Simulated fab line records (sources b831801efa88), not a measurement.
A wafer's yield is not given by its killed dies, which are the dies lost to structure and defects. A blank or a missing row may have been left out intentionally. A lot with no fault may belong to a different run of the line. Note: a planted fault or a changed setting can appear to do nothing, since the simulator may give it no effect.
fab line records | flow sky130 | part 2 of 2: steps 38 to 38 of 38
[record] lots = 6 wafers = 17 last_day = 49
route steps=708 shown SD_N@350 SD_P@359 RES_XHIGH@360 SALICIDE@361 LI_CONTACT@362 LOCAL_INTERCONNECT@387 PAD_OPEN@708
lots that met no fault: from a run of the same line without faults
start_h: start of the lot's first displayed wafer, in hours after the record's first day | wait_h: hours elapsed since this lot's preceding step | " as in the row above | L1.1+2: one row covering several wafers at once | - no value, or no start was given | * or withheld: withheld | < > ~ a bound
route shown NAME@n: a module of which the file shows steps, and the number in the route of the first | usual: mean/standard deviation taken from wafers without a fault | same: alike in all rows | chamber/n: place in a boat | sites: the reading at each site | _std_site: the standard deviation of these | _edge_site: outer sites' mean less inner sites' | radius_mm: how far each site lies from the wafer's centre | mask NAME#n: copy n | behind: the most recent tool/chamber to have shaped the wafer | hold: why the lot was held/for how many hours/how that ended | device: the n, p or np transistor that did not switch | end of line: the tests these same wafers got at the end of their route | a step given without rows: its recipe and nothing more | killed: count of dies lost to structure and defects at first sort (not the wafer's yield) | map: per-die view of a wafer (x killed, . not killed, _ where there is no die)
set.NAME: setting as actually run; set.NAME@STEP: the setting as run at that earlier step | model.NAME: the simulator's own value behind a step, which no gauge read
certain route steps with their lots: each step a table, each wafer a row
services: when a tool's chamber went out of use (start_h, in hours from the record's first day, below 0 if earlier), for how many hours, and the reason
[[steps]]
[step SKY_PAD_OPEN_PROBE_99]
// columns lot.wafer tool chamber start_h wait_h model.etest.cap_li_to_poly.c_af_um2 model.etest.licon_pdiff.rc_ohm model.etest.nfet_g5v0d10v5.r_on_ohm_um model.etest.licon_high_po.rc_ohm model.etest.licon_ndiff.rc_ohm model.etest.sonos_uncharged.r_on_ohm_um model.etest.licon_poly.rc_ohm model.etest.cap_li_to_well.c_af_um2
L193.2 prober-01 - 1079.16 0.1 99.98 562.8 1854 337.1 175.6 807.1 147.2 37.16
L193.4 prober-01 - 1079.26 0.2 97.38 576.4 1878 356.5 179.3 820.1 154.2 36.33
L193.5 prober-01 - 1079.31 0.2 98.39 593.6 1861 347.5 178.5 811.7 156.2 37.42
L198.1 prober-02 - 1109.80 0.1 98.73 561.4 1915 337.2 179.3 828.2 144.5 36.18
L198.4 prober-02 - 1109.95 0.2 103.1 592.5 1907 343.5 181.6 833.1 148.5 37.38
L198.6 prober-02 - 1110.05 0.2 97.55 553 1916 350.1 175.7 809.2 149.1 37.52
L199.2 prober-02 - 1119.57 0.1 100.9 602.6 1873 368.8 183.7 833.2 151.5 36.97
L199.3 prober-02 - 1119.62 0.2 99.94 599.4 1840 351.1 188.4 822.9 150.1 37.46
L199.5 prober-02 - 1119.72 0.2 99.39 574.7 1857 355.7 178.1 841.9 154.6 36.02
L202.1 prober-02 - 1133.75 0.1 103.4 619.7 1890 355.4 188.4 811.4 157.2 38.75
L202.4 prober-02 - 1133.90 0.2 100.5 594.1 1871 360.1 187 807.9 162.4 36.66
L202.6 prober-02 - 1134.00 0.2 99.81 593.1 1865 353.2 189.9 817 149.9 36.85
L206.1 prober-02 - 1157.04 0.1 193.8 535.9 1840 330.5 149.4 802.7 131.5 42.08
L206.2 prober-02 - 1157.09 0.1 181.3 533 1793 304.5 158.8 780 132.9 45.01
L206.6 prober-02 - 1157.29 0.2 101.1 585.6 1862 353.2 187.6 816.5 149.8 37.51
L208.1 prober-01 - 1181.26 0.1 171.4 530.5 1853 328.1 151.3 787.3 137.6 44.17
L208.3 prober-01 - 1181.36 0.2 98.9 582.7 1881 365.5 184.2 817.8 156 37.21
// killed by level:class
L193.2 VIA1:geometric_particle:open=11 CONTACT:geometric_particle:open=8 LI_CONTACT:geometric_particle:open=7 VIA3:geometric_particle:open=6 POLY_GATE:geometric_particle:open=5 VIA2:geometric_particle:open=5 METAL1:geometric_particle:short=4 LI_CONTACT:geometric_particle:short=3
L193.4 CONTACT:geometric_particle:open=8 VIA3:geometric_particle:open=7 VIA2:geometric_particle:open=6 FIELD_ISO:geometric_particle:short=5 CONTACT:geometric_particle:short=5 VIA1:geometric_particle:short=5 LI_CONTACT:geometric_particle:open=5 VIA1:geometric_particle:open=5
L193.5 VIA1:geometric_particle:open=9 LI_CONTACT:geometric_particle:open=5 CONTACT:geometric_particle:short=5 FIELD_ISO:geometric_particle:open=4 CONTACT:geometric_particle:open=4 VIA2:geometric_particle:open=4 VIA3:geometric_particle:open=4 METAL2:geometric_particle:short=3
L198.1 VIA1:geometric_particle:open=13 LI_CONTACT:geometric_particle:open=7 METAL3:geometric_particle:short=7 CONTACT:geometric_particle:open=6 VIA1:geometric_particle:short=6 FIELD_ISO:geometric_particle:open=5 VIA2:geometric_particle:open=5 METAL3:geometric_particle:open=5
L198.4 LI_CONTACT:geometric_particle:open=14 CONTACT:geometric_particle:open=8 VIA1:geometric_particle:open=8 VIA3:geometric_particle:open=7 VIA2:geometric_particle:open=6 FIELD_ISO:geometric_particle:short=5 METAL1:geometric_particle:short=5 VIA2:geometric_particle:short=4
L198.6 VIA1:geometric_particle:open=15 CONTACT:geometric_particle:open=8 VIA3:geometric_particle:open=7 VIA2:geometric_particle:short=6 VIA2:geometric_particle:open=5 POLY_GATE:geometric_particle:open=4 POLY_GATE:geometric_particle:short=4 LI_CONTACT:geometric_particle:open=4
L199.2 METAL2:geometric_particle:short=10 VIA1:geometric_particle:open=9 METAL3:geometric_particle:short=7 LOCAL_INTERCONNECT:geometric_particle:short=6 FIELD_ISO:geometric_particle:open=4 FIELD_ISO:geometric_particle:short=4 CONTACT:geometric_particle:open=4 VIA2:geometric_particle:open=4
L199.3 VIA1:geometric_particle:open=22 CONTACT:geometric_particle:open=8 LI_CONTACT:geometric_particle:open=6 METAL2:geometric_particle:short=6 VIA2:geometric_particle:open=5 VIA3:geometric_particle:open=5 METAL4:geometric_particle:short=5 FIELD_ISO:geometric_particle:open=4
L199.5 VIA1:geometric_particle:open=13 VIA1:geometric_particle:short=10 CONTACT:geometric_particle:open=9 FIELD_ISO:geometric_particle:short=6 FIELD_ISO:geometric_particle:open=5 LI_CONTACT:geometric_particle:open=5 LOCAL_INTERCONNECT:geometric_particle:short=5 VIA3:geometric_particle:open=4
L202.1 FIELD_ISO:geometric_particle:open=8 VIA1:geometric_particle:open=8 VIA3:geometric_particle:open=8 FIELD_ISO:geometric_particle:short=7 CONTACT:geometric_particle:open=6 VIA1:geometric_particle:short=6 METAL3:geometric_particle:short=5 VIA2:geometric_particle:open=5
L202.4 CONTACT:geometric_particle:open=16 VIA1:geometric_particle:open=12 VIA3:geometric_particle:open=11 POLY_GATE:geometric_particle:open=8 VIA1:geometric_particle:short=6 VIA3:geometric_particle:short=6 VIA2:geometric_particle:short=5 FIELD_ISO:geometric_particle:short=4
L202.6 VIA1:geometric_particle:open=17 CONTACT:geometric_particle:open=14 LI_CONTACT:geometric_particle:open=5 LOCAL_INTERCONNECT:geometric_particle:short=5 VIA1:geometric_particle:short=5 METAL1:geometric_particle:short=5 VIA3:geometric_particle:open=5 POLY_GATE:geometric_particle:short=4
L206.1 CONTACT:geometric_particle:open=9 VIA1:geometric_particle:open=7 POLY_GATE:geometric_particle:open=6 LOCAL_INTERCONNECT:geometric_particle:short=6 LI_CONTACT:geometric_particle:open=6 METAL1:geometric_particle:short=5 LI_CONTACT:geometric_particle:short=4 FIELD_ISO:geometric_particle:short=3
L206.2 VIA3:geometric_particle:open=9 CONTACT:geometric_particle:open=8 METAL1:geometric_particle:short=7 VIA1:geometric_particle:open=7 VIA2:geometric_particle:open=7 METAL2:geometric_particle:short=5 VIA1:geometric_particle:short=4 FIELD_ISO:geometric_particle:short=3
L206.6 POLY_GATE:geometric_particle:short=9 LI_CONTACT:geometric_particle:open=9 VIA3:geometric_particle:open=8 CONTACT:geometric_particle:open=6 METAL1:geometric_particle:short=6 METAL4:geometric_particle:short=5 VIA1:geometric_particle:open=5 VIA1:geometric_particle:short=5
[[services]]
// columns tool chamber start_h hours kind
rie_diel-04 3 630.96 13.0 repair
cmp-02 - 650.78 1.0 repair
cmp-02 - 669.76 1.1 repair
cmp-02 - 675.52 0.7 repair
hdpcvd-02 - 687.21 6.0 pm
rie_diel-01 2 695.48 3.9 repair
pvd_sputter-04 - 696.49 5.1 repair
cmp-01 - 699.39 16.8 pm
cmp-02 - 716.23 5.5 pm
rie_diel-01 - 718.52 15.6 pm
pvd_sputter-01 - 720.75 5.1 repair
cmp-02 - 724.55 3.8 repair
cmp-02 - 732.22 4.3 pm
rie_diel-01 - 739.92 0.7 repair
cmp-01 - 742.22 3.3 repair
rie_diel-01 3 744.99 7.1 repair
cmp-01 - 745.54 4.0 pm
rie_diel-01 2 747.37 3.7 repair
rie_diel-01 1 748.04 7.8 repair
cmp-01 - 793.44 4.8 pm
rie_diel-01 2 796.24 8.3 repair
cvd_w-01 1 801.00 8.2 repair
rie_diel-01 - 814.56 0.9 repair
cmp-01 - 818.53 6.7 repair
[[key]]
[first_sign] step = SKY_LI_CONTACT_THK_MEAS_01 reading = LI_CONTACT_HDPCVD_THK direction = down sigmas = 49 usual = 934 struck = 442
[effect] step = SKY_LI_CONTACT_CMP_02 reading = time_to_endpoint_s direction = down sigmas = 2.6 usual = * struck = *
[effect] step = SKY_LI_CONTACT_ETCH_15 reading = oes_product_au direction = down sigmas = 24 usual = 0.837 struck = 0.718
[model_effect] step = SKY_LI_CONTACT_HDPCVD_00 value = PSG_of_LI_CONTACT_HDPCVD_00.thk_nm without = 928.6 struck = 442.3
[model_effect] step = SKY_LI_CONTACT_ETCH_15 value = etch.depth_nm without = 598.4 struck = 442.3
[model_effect] step = SKY_LI_CONTACT_CMP_24 value = PSG_of_LI_CONTACT_HDPCVD_00.thk_nm without = 588.9 struck = 432.8
[model_effect] step = SKY_PAD_OPEN_PROBE_99 value = etest.cap_li_to_poly.c_af_um2 without = 99.7 struck = 182.1
met_at SKY_LI_CONTACT_HDPCVD_00
struck_wafers L206.1,L206.2,L208.1
sort_left_out L208.1
tester_left_out L206,L208
onset_between 709.20 762.16
[fault] kind = process_parameter_drift tool = hdpcvd-02 chamber = - onset_h = 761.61 steps = SKY_LI_CONTACT_HDPCVD_00 channel = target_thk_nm offset = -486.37 shape = step end_h = 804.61 scope = struck_wafers_only acts_in = these_recipes_only stated = 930
// tester_left_out: of these lots the tester's yield and bins aren't shown, on N5 and GAA mostly nor the transistor test; their killed dies are dies lost to structure and defects alone, not to doping, threshold or leakage, so they don't give the yield
// sort_left_out: the simulated sort isn't trusted on such a fault, so these wafers' sort isn't shown, and their yield isn't known
